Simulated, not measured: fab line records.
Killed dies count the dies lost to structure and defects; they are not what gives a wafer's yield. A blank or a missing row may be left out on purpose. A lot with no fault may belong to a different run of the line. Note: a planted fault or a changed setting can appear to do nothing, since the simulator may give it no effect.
fab line records :: flow sky130 :: part 2 of 2: steps 33 to 43 of 43
record:
  lots: 5
  wafers: 15
  last_day: 50
route steps=708 shown NWELL@81 PWDE@84 VT_ADJUST_HVTP@85 VT_ADJUST_LVTN@97 VT_ADJUST_NCORE@119
lots untouched by any fault: they come from a run of this same line in which no faults occurred
start_h: the number of hours between the record's first day and the start of the first shown wafer of the lot :: wait_h: hours from the lot's prior step to this one :: " the same as in the row above :: L1.1+2: a single row standing in for several wafers :: - no value present, or no start provided :: * or withheld: withheld :: < > ~ a bound
route shown NAME@n: NAME is a module with steps in the file, n the number in the route of the first one :: usual: mean and standard deviation over wafers with no fault :: same: alike in all rows :: chamber/n: place in a boat :: sites: readings site by site :: _std_site: standard deviation of those values :: _edge_site: inner sites' mean taken away from outer sites' mean :: radius_mm: for every site, how far away it sits from the centre of the wafer :: mask NAME#n: copy n :: behind: the last tool/chamber to shape the wafer :: hold: what put the lot on hold/how long, in hours/how the hold closed :: device: whichever transistor did not switch (one of n, p or np) :: end of line: tests of these same wafers at the route's end :: for a step that has no rows: nothing shown but its recipe :: killed: dies lost to structure and defects at the first sort, not the wafer's yield :: map: the dies of a wafer, with x for killed, . for not killed, _ for no die there
set.NAME: the setting as run; set.NAME@STEP: as run at that earlier step :: model.NAME: the simulator's own value behind a step, which no gauge read
lots at some steps of the route; a table a step, a row a wafer
services: the hour from which a tool's chamber was out of use, counted from the record's first day as start_h (under 0 if before that day), plus the number of hours and why
== steps ==
step: SKY_VT_ADJUST_LVTN_DEVELOP_17
recipe:
  resist: NOVOLAK
  developer: TMAH
  develop_time_s: 60
  dev_temp_c: 23
usual:
  developer_temp_C: 22.98/0.11
lot.wafer: L074.2
tool: litho_track-01
chamber: 0
start_h: 161.12
wait_h: 0.1
developer_temp_C: 23.14

lot.wafer: L074.3
tool: litho_track-01
chamber: 0
start_h: 161.12
wait_h: 0.1
developer_temp_C: 23.14

lot.wafer: L074.5
tool: litho_track-01
chamber: 0
start_h: 161.12
wait_h: 0.1
developer_temp_C: 23.17

lot.wafer: L078.1
tool: litho_track-01
chamber: 0
start_h: 191.90
wait_h: 0.1
developer_temp_C: 23.12

lot.wafer: L078.2
tool: litho_track-01
chamber: 0
start_h: 191.90
wait_h: 0.1
developer_temp_C: 23.01

lot.wafer: L078.4
tool: litho_track-01
chamber: 0
start_h: 191.90
wait_h: 0.1
developer_temp_C: 23.02

lot.wafer: L089.1
tool: litho_track-02
chamber: 0
start_h: 260.23
wait_h: 0.1
developer_temp_C: 22.96

lot.wafer: L089.3
tool: litho_track-02
chamber: 0
start_h: 260.23
wait_h: 0.1
developer_temp_C: 22.97

lot.wafer: L089.4
tool: litho_track-02
chamber: 0
start_h: 260.23
wait_h: 0.1
developer_temp_C: 22.86

lot.wafer: L092.1
tool: litho_track-04
chamber: 0
start_h: 288.61
wait_h: 0.1
developer_temp_C: 22.94

lot.wafer: L092.2
tool: litho_track-04
chamber: 0
start_h: 288.61
wait_h: 0.1
developer_temp_C: 23.04

lot.wafer: L092.4
tool: litho_track-04
chamber: 0
start_h: 288.61
wait_h: 0.1
developer_temp_C: 22.87

lot.wafer: L097.3
tool: litho_track-01
chamber: 0
start_h: 318.89
wait_h: 0.1
developer_temp_C: 22.80

lot.wafer: L097.4
tool: litho_track-01
chamber: 0
start_h: 318.89
wait_h: 0.1
developer_temp_C: 23.11

lot.wafer: L097.6
tool: litho_track-01
chamber: 0
start_h: 318.89
wait_h: 0.1
developer_temp_C: 22.93
step: SKY_VT_ADJUST_LVTN_OVL_MEAS_18
usual:
  VT_ADJUST_LVTN_01_OVL: -0.1/1.7
lot.wafer: L074.2
tool: overlay-01
chamber: -
start_h: 161.25
wait_h: 0.1
VT_ADJUST_LVTN_01_OVL[nm]: 0.4

lot.wafer: L074.3
tool: overlay-01
chamber: -
start_h: 161.25
wait_h: 0.1
VT_ADJUST_LVTN_01_OVL[nm]: 0.4

lot.wafer: L074.5
tool: overlay-01
chamber: -
start_h: 161.25
wait_h: 0.1
VT_ADJUST_LVTN_01_OVL[nm]: 0.4

lot.wafer: L078.1
tool: overlay-02
chamber: -
start_h: 192.05
wait_h: 0.1
VT_ADJUST_LVTN_01_OVL[nm]: 0.8

lot.wafer: L078.2
tool: overlay-02
chamber: -
start_h: 192.05
wait_h: 0.1
VT_ADJUST_LVTN_01_OVL[nm]: 1.2

lot.wafer: L078.4
tool: overlay-02
chamber: -
start_h: 192.05
wait_h: 0.1
VT_ADJUST_LVTN_01_OVL[nm]: 0.9

lot.wafer: L089.1
tool: overlay-01
chamber: -
start_h: 260.38
wait_h: 0.1
VT_ADJUST_LVTN_01_OVL[nm]: -1.4

lot.wafer: L089.3
tool: overlay-01
chamber: -
start_h: 260.38
wait_h: 0.1
VT_ADJUST_LVTN_01_OVL[nm]: -0.9

lot.wafer: L089.4
tool: overlay-01
chamber: -
start_h: 260.38
wait_h: 0.1
VT_ADJUST_LVTN_01_OVL[nm]: -0.8

lot.wafer: L092.1
tool: overlay-01
chamber: -
start_h: 288.76
wait_h: 0.1
VT_ADJUST_LVTN_01_OVL[nm]: -0.8

lot.wafer: L092.2
tool: overlay-01
chamber: -
start_h: 288.76
wait_h: 0.1
VT_ADJUST_LVTN_01_OVL[nm]: -0.8

lot.wafer: L092.4
tool: overlay-01
chamber: -
start_h: 288.76
wait_h: 0.1
VT_ADJUST_LVTN_01_OVL[nm]: 0.4

lot.wafer: L097.3
tool: overlay-02
chamber: -
start_h: 319.01
wait_h: 0.1
VT_ADJUST_LVTN_01_OVL[nm]: -2.2

lot.wafer: L097.4
tool: overlay-02
chamber: -
start_h: 319.01
wait_h: 0.1
VT_ADJUST_LVTN_01_OVL[nm]: -0.6

lot.wafer: L097.6
tool: overlay-02
chamber: -
start_h: 319.01
wait_h: 0.1
VT_ADJUST_LVTN_01_OVL[nm]: -1.3
step: SKY_VT_ADJUST_LVTN_IMPLANT_19
recipe:
  species: B
  energy_kev: 30
  dose_cm2: 6.5e+11
  tilt_deg: withheld
usual:
  beam_energy_keV: 29.999/0.009
same:
  implant_ion_amu: 11
lot.wafer: L074.2
tool: implanter-02
chamber: 0
start_h: 161.31
wait_h: 0.0
beam_energy_keV: 30.001

lot.wafer: L074.3
tool: implanter-02
chamber: 0
start_h: 161.31
wait_h: 0.0
beam_energy_keV: 30.013

lot.wafer: L074.5
tool: implanter-02
chamber: 0
start_h: 161.31
wait_h: 0.0
beam_energy_keV: 29.991

lot.wafer: L078.1
tool: implanter-02
chamber: 0
start_h: 192.08
wait_h: 0.0
beam_energy_keV: 29.998

lot.wafer: L078.2
tool: implanter-02
chamber: 0
start_h: 192.08
wait_h: 0.0
beam_energy_keV: 29.996

lot.wafer: L078.4
tool: implanter-02
chamber: 0
start_h: 192.08
wait_h: 0.0
beam_energy_keV: 30.006

lot.wafer: L089.1
tool: implanter-01
chamber: 0
start_h: 260.42
wait_h: 0.0
beam_energy_keV: 30.010

lot.wafer: L089.3
tool: implanter-01
chamber: 0
start_h: 260.42
wait_h: 0.0
beam_energy_keV: 29.984

lot.wafer: L089.4
tool: implanter-01
chamber: 0
start_h: 260.42
wait_h: 0.0
beam_energy_keV: 30.007

lot.wafer: L092.1
tool: implanter-04
chamber: 0
start_h: 288.80
wait_h: 0.0
beam_energy_keV: 29.994

lot.wafer: L092.2
tool: implanter-04
chamber: 0
start_h: 288.80
wait_h: 0.0
beam_energy_keV: 30.007

lot.wafer: L092.4
tool: implanter-04
chamber: 0
start_h: 288.80
wait_h: 0.0
beam_energy_keV: 30.004

lot.wafer: L097.3
tool: implanter-01
chamber: 0
start_h: 319.08
wait_h: 0.1
beam_energy_keV: 30.015

lot.wafer: L097.4
tool: implanter-01
chamber: 0
start_h: 319.08
wait_h: 0.1
beam_energy_keV: 30.005

lot.wafer: L097.6
tool: implanter-01
chamber: 0
start_h: 319.08
wait_h: 0.1
beam_energy_keV: 30.001
step: SKY_VT_ADJUST_LVTN_STRIP_20
recipe:
  chemistry: O2/N2
  power_w: 1400
  pressure_mtorr: 1500
  platen_temp_c: withheld
  o2_flow_sccm: 3000
  n2_flow_sccm: 300
  overash_fraction: 0.5
usual:
  chamber_pressure_mTorr: 1500.2/1.4
  drypump_motor_current_A: 5.4/0.56
  o2_flow_sccm: 3000/9.7
  oes_product_au: 0.716/0.0047
  strip_time_to_endpoint_s: 14.21/0.036
lot.wafer: L074.2
tool: plasma_asher-01
chamber: 1
start_h: 161.43
wait_h: 0.1
chamber_pressure_mTorr: 1499.9
drypump_motor_current_A: 4.8
o2_flow_sccm: 3004
oes_product_au: 0.722
rf_hours_counter_h: 4
strip_time_to_endpoint_s: 14.23

lot.wafer: L074.3
tool: plasma_asher-01
chamber: 1
start_h: 161.43
wait_h: 0.1
chamber_pressure_mTorr: 1500.3
drypump_motor_current_A: 4.8
o2_flow_sccm: 2998
oes_product_au: 0.718
rf_hours_counter_h: -
strip_time_to_endpoint_s: 14.28

lot.wafer: L074.5
tool: plasma_asher-01
chamber: 0
start_h: 161.43
wait_h: 0.1
chamber_pressure_mTorr: 1501.2
drypump_motor_current_A: 5.0
o2_flow_sccm: 2975
oes_product_au: 0.715
rf_hours_counter_h: -
strip_time_to_endpoint_s: 14.24

lot.wafer: L078.1
tool: plasma_asher-03
chamber: 0
start_h: 192.23
wait_h: 0.1
chamber_pressure_mTorr: 1498.8
drypump_motor_current_A: 5.4
o2_flow_sccm: 3015
oes_product_au: 0.721
rf_hours_counter_h: 51
strip_time_to_endpoint_s: 14.22

lot.wafer: L078.2
tool: plasma_asher-03
chamber: 1
start_h: 192.23
wait_h: 0.1
chamber_pressure_mTorr: 1499.3
drypump_motor_current_A: 6.3
o2_flow_sccm: 3002
oes_product_au: 0.715
rf_hours_counter_h: 51
strip_time_to_endpoint_s: 14.19

lot.wafer: L078.4
tool: plasma_asher-03
chamber: 0
start_h: 192.23
wait_h: 0.1
chamber_pressure_mTorr: 1500.6
drypump_motor_current_A: 5.4
o2_flow_sccm: 2997
oes_product_au: 0.722
rf_hours_counter_h: -
strip_time_to_endpoint_s: 14.16

lot.wafer: L089.1
tool: plasma_asher-03
chamber: 0
start_h: 260.57
wait_h: 0.1
chamber_pressure_mTorr: 1500.4
drypump_motor_current_A: 5.4
o2_flow_sccm: 2987
oes_product_au: 0.721
rf_hours_counter_h: 58
strip_time_to_endpoint_s: 14.20

lot.wafer: L089.3
tool: plasma_asher-03
chamber: 1
start_h: 260.57
wait_h: 0.1
chamber_pressure_mTorr: 1501.2
drypump_motor_current_A: 6.4
o2_flow_sccm: 3009
oes_product_au: 0.718
rf_hours_counter_h: -
strip_time_to_endpoint_s: 14.20

lot.wafer: L089.4
tool: plasma_asher-03
chamber: 0
start_h: 260.57
wait_h: 0.1
chamber_pressure_mTorr: 1498.5
drypump_motor_current_A: 5.4
o2_flow_sccm: 2997
oes_product_au: 0.723
rf_hours_counter_h: -
strip_time_to_endpoint_s: 14.22

lot.wafer: L092.1
tool: plasma_asher-03
chamber: 0
start_h: 288.95
wait_h: 0.1
chamber_pressure_mTorr: 1499.7
drypump_motor_current_A: 5.4
o2_flow_sccm: 3017
oes_product_au: 0.711
rf_hours_counter_h: 61
strip_time_to_endpoint_s: 14.20

lot.wafer: L092.2
tool: plasma_asher-03
chamber: 1
start_h: 288.95
wait_h: 0.1
chamber_pressure_mTorr: 1498.4
drypump_motor_current_A: 6.4
o2_flow_sccm: 3008
oes_product_au: 0.710
rf_hours_counter_h: 61
strip_time_to_endpoint_s: 14.18

lot.wafer: L092.4
tool: plasma_asher-03
chamber: 1
start_h: 288.95
wait_h: 0.1
chamber_pressure_mTorr: 1501.8
drypump_motor_current_A: 6.4
o2_flow_sccm: 3004
oes_product_au: 0.717
rf_hours_counter_h: -
strip_time_to_endpoint_s: 14.20

lot.wafer: L097.3
tool: plasma_asher-01
chamber: 1
start_h: 319.21
wait_h: 0.1
chamber_pressure_mTorr: 1500.6
drypump_motor_current_A: 4.8
o2_flow_sccm: 3015
oes_product_au: 0.719
rf_hours_counter_h: -
strip_time_to_endpoint_s: 14.21

lot.wafer: L097.4
tool: plasma_asher-01
chamber: 0
start_h: 319.21
wait_h: 0.1
chamber_pressure_mTorr: 1501.4
drypump_motor_current_A: 5.0
o2_flow_sccm: 3002
oes_product_au: 0.723
rf_hours_counter_h: -
strip_time_to_endpoint_s: 14.23

lot.wafer: L097.6
tool: plasma_asher-01
chamber: 1
start_h: 319.21
wait_h: 0.1
chamber_pressure_mTorr: 1498.4
drypump_motor_current_A: 4.8
o2_flow_sccm: 3010
oes_product_au: 0.725
rf_hours_counter_h: -
strip_time_to_endpoint_s: 14.24
step: SKY_VT_ADJUST_LVTN_TW_MEAS_21
usual:
  VT_ADJUST_LVTN_2_TW: 187.7/2.2
lot.wafer: L074.2
tool: film_metro-04
chamber: -
start_h: 161.54
wait_h: 0.1
VT_ADJUST_LVTN_2_TW: 185.4

lot.wafer: L074.3
tool: film_metro-04
chamber: -
start_h: 161.54
wait_h: 0.1
VT_ADJUST_LVTN_2_TW: 185.2

lot.wafer: L074.5
tool: film_metro-04
chamber: -
start_h: 161.54
wait_h: 0.1
VT_ADJUST_LVTN_2_TW: 185.4

lot.wafer: L078.1
tool: film_metro-02
chamber: -
start_h: 192.33
wait_h: 0.1
VT_ADJUST_LVTN_2_TW: 186.3

lot.wafer: L078.2
tool: film_metro-02
chamber: -
start_h: 192.33
wait_h: 0.1
VT_ADJUST_LVTN_2_TW: 187.4

lot.wafer: L078.4
tool: film_metro-02
chamber: -
start_h: 192.33
wait_h: 0.1
VT_ADJUST_LVTN_2_TW: 187.4

lot.wafer: L089.1
tool: film_metro-04
chamber: -
start_h: 260.67
wait_h: 0.1
VT_ADJUST_LVTN_2_TW: 185.0

lot.wafer: L089.3
tool: film_metro-04
chamber: -
start_h: 260.67
wait_h: 0.1
VT_ADJUST_LVTN_2_TW: 186.0

lot.wafer: L089.4
tool: film_metro-04
chamber: -
start_h: 260.67
wait_h: 0.1
VT_ADJUST_LVTN_2_TW: 184.6

lot.wafer: L092.1
tool: film_metro-01
chamber: -
start_h: 289.05
wait_h: 0.1
VT_ADJUST_LVTN_2_TW: 190.0

lot.wafer: L092.2
tool: film_metro-01
chamber: -
start_h: 289.05
wait_h: 0.1
VT_ADJUST_LVTN_2_TW: 190.9

lot.wafer: L092.4
tool: film_metro-01
chamber: -
start_h: 289.05
wait_h: 0.1
VT_ADJUST_LVTN_2_TW: 190.1

lot.wafer: L097.3
tool: film_metro-04
chamber: -
start_h: 319.30
wait_h: 0.1
VT_ADJUST_LVTN_2_TW: 186.4

lot.wafer: L097.4
tool: film_metro-04
chamber: -
start_h: 319.30
wait_h: 0.1
VT_ADJUST_LVTN_2_TW: 186.8

lot.wafer: L097.6
tool: film_metro-04
chamber: -
start_h: 319.30
wait_h: 0.1
VT_ADJUST_LVTN_2_TW: 185.9
step: SKY_VT_ADJUST_NCORE_DEHYDRATE_00
recipe:
  temp_c: 200
  time_s: 60
lot.wafer: L074.2+3+5
tool: litho_track-04
chamber: 0
start_h: 170.59
wait_h: 9.0

lot.wafer: L078.1+2+4
tool: litho_track-02
chamber: 0
start_h: 202.68
wait_h: 10.3

lot.wafer: L089.1+3+4
tool: litho_track-02
chamber: 0
start_h: 272.48
wait_h: 11.8

lot.wafer: L092.1+2+4
tool: litho_track-03
chamber: 0
start_h: 301.10
wait_h: 12.0

lot.wafer: L097.3+4+6
tool: litho_track-02
chamber: 0
start_h: 332.33
wait_h: 13.0
step: SKY_VT_ADJUST_NCORE_HMDS_01
recipe:
  prime_time_s: 60
  prime_temp_c: 120
lot.wafer: L074.2+3+5
tool: litho_track-04
chamber: 0
start_h: 170.74
wait_h: 0.1

lot.wafer: L078.1+2+4
tool: litho_track-02
chamber: 0
start_h: 202.83
wait_h: 0.1

lot.wafer: L089.1+3+4
tool: litho_track-02
chamber: 0
start_h: 272.63
wait_h: 0.1

lot.wafer: L092.1+2+4
tool: litho_track-03
chamber: 0
start_h: 301.25
wait_h: 0.1

lot.wafer: L097.3+4+6
tool: litho_track-02
chamber: 0
start_h: 332.48
wait_h: 0.1
step: SKY_VT_ADJUST_NCORE_COAT_02
recipe:
  resist: NOVOLAK
  spin_rpm: 3000
  resist_thk_nm: 1140
lot.wafer: L074.2+3+5
tool: litho_track-04
chamber: 0
start_h: 170.89
wait_h: 0.1

lot.wafer: L078.1+2+4
tool: litho_track-02
chamber: 0
start_h: 202.98
wait_h: 0.1

lot.wafer: L089.1+3+4
tool: litho_track-02
chamber: 0
start_h: 272.78
wait_h: 0.1

lot.wafer: L092.1+2+4
tool: litho_track-03
chamber: 0
start_h: 301.40
wait_h: 0.1

lot.wafer: L097.3+4+6
tool: litho_track-02
chamber: 0
start_h: 332.63
wait_h: 0.1
step: SKY_VT_ADJUST_NCORE_SOFTBAKE_03
recipe:
  temp_c: 90
  time_s: 60
  resist: NOVOLAK
lot.wafer: L074.2+3+5
tool: litho_track-04
chamber: 0
start_h: 171.04
wait_h: 0.1

lot.wafer: L078.1+2+4
tool: litho_track-02
chamber: 0
start_h: 203.13
wait_h: 0.1

lot.wafer: L089.1+3+4
tool: litho_track-02
chamber: 0
start_h: 272.93
wait_h: 0.1

lot.wafer: L092.1+2+4
tool: litho_track-03
chamber: 0
start_h: 301.55
wait_h: 0.1

lot.wafer: L097.3+4+6
tool: litho_track-02
chamber: 0
start_h: 332.78
wait_h: 0.1
step: SKY_VT_ADJUST_NCORE_EXPOSE_04
recipe:
  mask_id: LVTN_COMPLEMENT_THIN
  na: 0.6
  source_shape: conventional
  sigma_outer: 0.6
  polarization: unpolarized
  target_cd_nm: 380
  dose_mj: 139
lot.wafer: L074.2+3+5
tool: iline_stepper-01
chamber: 0
start_h: -
wait_h: -
mask: LVTN_COMPLEMENT_THIN#0

lot.wafer: L078.1+2+4
tool: iline_stepper-02
chamber: 0
start_h: -
wait_h: -
mask: LVTN_COMPLEMENT_THIN#0

lot.wafer: L089.1+3+4
tool: iline_stepper-02
chamber: 0
start_h: -
wait_h: -
mask: LVTN_COMPLEMENT_THIN#0

lot.wafer: L092.1+2+4
tool: iline_stepper-01
chamber: 0
start_h: -
wait_h: -
mask: LVTN_COMPLEMENT_THIN#0

lot.wafer: L097.3+4+6
tool: iline_stepper-01
chamber: 0
start_h: -
wait_h: -
mask: LVTN_COMPLEMENT_THIN#0
step: SKY_VT_ADJUST_NCORE_PEB_05
recipe:
  temp_c: withheld
  time_s: *
  resist: NOVOLAK
lot.wafer: L074.2+3+5
tool: litho_track-03
chamber: 0
start_h: -
wait_h: -

lot.wafer: L078.1+2+4
tool: litho_track-03
chamber: 0
start_h: -
wait_h: -

lot.wafer: L089.1+3+4
tool: litho_track-04
chamber: 0
start_h: -
wait_h: -

lot.wafer: L092.1+2+4
tool: litho_track-02
chamber: 0
start_h: -
wait_h: -

lot.wafer: L097.3+4+6
tool: litho_track-04
chamber: 0
start_h: -
wait_h: -
== services ==
tool: iline_stepper-01
chamber: -
start_h: 84.95
hours: 1.7
kind: pm

tool: iline_stepper-01
chamber: -
start_h: 96.02
hours: 7.9
kind: repair

tool: rtp_anneal-01
chamber: -
start_h: 97.28
hours: 9.3
kind: pm

tool: plasma_asher-01
chamber: -
start_h: 108.75
hours: 9.0
kind: pm

tool: implanter-02
chamber: -
start_h: 109.23
hours: 3.3
kind: pm

tool: implanter-04
chamber: -
start_h: 111.54
hours: 3.6
kind: repair

tool: implanter-03
chamber: -
start_h: 129.63
hours: 3.9
kind: repair

tool: implanter-04
chamber: -
start_h: 146.79
hours: 3.5
kind: pm

tool: iline_stepper-02
chamber: -
start_h: 152.57
hours: 2.1
kind: pm

tool: implanter-04
chamber: -
start_h: 159.03
hours: 2.7
kind: pm

tool: implanter-02
chamber: -
start_h: 168.80
hours: 2.5
kind: pm

tool: plasma_asher-03
chamber: -
start_h: 174.84
hours: 2.8
kind: pm

tool: iline_stepper-02
chamber: -
start_h: 185.54
hours: 1.7
kind: pm

tool: plasma_asher-03
chamber: -
start_h: 196.30
hours: 2.4
kind: repair

tool: implanter-03
chamber: -
start_h: 202.55
hours: 3.5
kind: repair

tool: plasma_asher-03
chamber: -
start_h: 216.34
hours: 0.4
kind: repair

tool: rtp_anneal-01
chamber: -
start_h: 220.45
hours: 3.5
kind: pm

tool: plasma_asher-01
chamber: -
start_h: 243.62
hours: 0.6
kind: repair

tool: implanter-04
chamber: -
start_h: 245.21
hours: 0.5
kind: repair

tool: implanter-04
chamber: -
start_h: 249.63
hours: 1.3
kind: repair

tool: implanter-04
chamber: -
start_h: 254.66
hours: 11.3
kind: pm

tool: iline_stepper-01
chamber: -
start_h: 259.29
hours: 8.9
kind: pm

tool: implanter-02
chamber: -
start_h: 267.09
hours: 1.9
kind: repair

tool: iline_stepper-01
chamber: -
start_h: 303.13
hours: 1.7
kind: pm
